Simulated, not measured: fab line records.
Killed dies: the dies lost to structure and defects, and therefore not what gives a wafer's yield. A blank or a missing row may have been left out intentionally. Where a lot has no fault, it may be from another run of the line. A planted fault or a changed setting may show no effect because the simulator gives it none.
A lot that was struck, set against a sound lot -- flow sky130 -- 23 out of 708 route steps
Sound: these wafers, L721.2, L721.3, L721.4. The struck wafers were L730.1, L730.2, L730.3. The cause is named last.
Order at every step that has rows: each side's tool, ch and its chambers, its first start. Under that, the readings that differ: sound wafers -- struck wafers -- difference of the means -- sigmas: that difference in standard deviations of wafers without a fault.
alike: readings with means less than 2 such deviations apart, plus words and numbers identical on both sides. not compared: withheld readings, readings lacking a value on some wafer, bounds such as >300 that could conceal the same value, and numbers that have no deviation in the record and whose values overlap.
Wherever a step has rows on one side only, a row that says differs or no value, or a row with sigmas, the two part there. When numbers do not overlap yet have no deviation, they are printed without sigmas and do not part them. Lack of a reading on every wafer of one side parts them only where that side has two or more wafers.

first, 4 steps without rows for these wafers: SKY_LDD_HVP_SOFTBAKE_03 (time 60 s); SKY_LDD_HVP_EXPOSE_04 (exposes mask HVPTM, target cd 700 nm); SKY_LDD_HVP_PEB_05; SKY_LDD_HVP_DEVELOP_06 (develop time 60 s).
SKY_LDD_HVP_OVL_MEAS_07:
  struck on overlay-01, day 26 15:11; sound on overlay-02, day 23 04:11
  alike: LDD_HVP_OVL
next, for these wafers, 1 step has no rows: SKY_LDD_HVP_IMPLANT_08.
SKY_LDD_HVP_STRIP_09: strips in O2/N2.
  sound on plasma-asher-04 ch 0,1, day 23 04:22; struck on plasma-asher-02 ch 0,1, day 26 15:25
  alike: drypump-motor-current-A, oes-product-au, strip-time-to-endpoint-s
  not compared: rf-hours-counter-h
SKY_LDD_HVP_TW_MEAS_10:
  struck on film-metro-02, day 26 15:31; sound on film-metro-03, day 23 04:32
reading,sound,struck,difference,sigmas
LDD_HVP_TW,456 456 456,464 467 467,+10,+2
then, 4 steps without rows for these wafers: SKY_LDD_LDN_DEHYDRATE_00 (time 60 s); SKY_LDD_LDN_HMDS_01 (prime time 60 s); SKY_LDD_LDN_COAT_02 (resist thk 1140 nm); SKY_LDD_LDN_SOFTBAKE_03 (time 60 s).
SKY_LDD_LDN_EXPOSE_04: exposes mask LDNTM, target cd 700 nm.
  sound on iline-stepper-01 ch 0, day 23 19:24; struck on iline-stepper-01 ch 0, day 27 05:38
reading,sound,struck,difference,sigmas
mask,LDNTM#0 LDNTM#0 LDNTM#0,HVPTM#0 HVPTM#0 HVPTM#0,differs,
then, 2 steps without rows for these wafers: SKY_LDD_LDN_PEB_05; SKY_LDD_LDN_DEVELOP_06 (develop time 60 s).
SKY_LDD_LDN_OVL_MEAS_07:
  struck on overlay-01, day 27 20:19; sound on overlay-02, day 24 10:11
reading,sound,struck,difference,sigmas
LDD_LDN_OVL (nm),-0.7 -0.5 -0.1,- - -,no value on the struck wafers,
then, 4 steps without rows for these wafers: SKY_LDD_LDN_IMPLANT_08; SKY_LDD_LDN_IMPLANT_09; SKY_LDD_LDN_IMPLANT_10; SKY_LDD_LDN_IMPLANT_11.
SKY_LDD_LDN_STRIP_12: strips in O2/N2.
  sound on plasma-asher-04 ch 0,1, day 24 10:49; struck on plasma-asher-04 ch 0,1, day 27 20:58
  alike: drypump-motor-current-A, oes-product-au, strip-time-to-endpoint-s
  not compared: rf-hours-counter-h
SKY_LDD_LDN_TW_MEAS_13:
  struck on film-metro-01, day 27 21:04; sound on film-metro-03, day 24 10:55
reading,sound,struck,difference,sigmas
LDD_LDN_TW,1474 1461 1461,31 31 31,-1434,-99 or more
then, 1 step without rows for these wafers: SKY_LDD_LDN_CLEAN_14 (cleans in SC1/SC2, time 150 s).

## WHERE THEY PART
At SKY_LDD_HVP_TW_MEAS_10 first; at SKY_LDD_LDN_TW_MEAS_13 last (within this record only).

WHY: the cause the simulator had injected
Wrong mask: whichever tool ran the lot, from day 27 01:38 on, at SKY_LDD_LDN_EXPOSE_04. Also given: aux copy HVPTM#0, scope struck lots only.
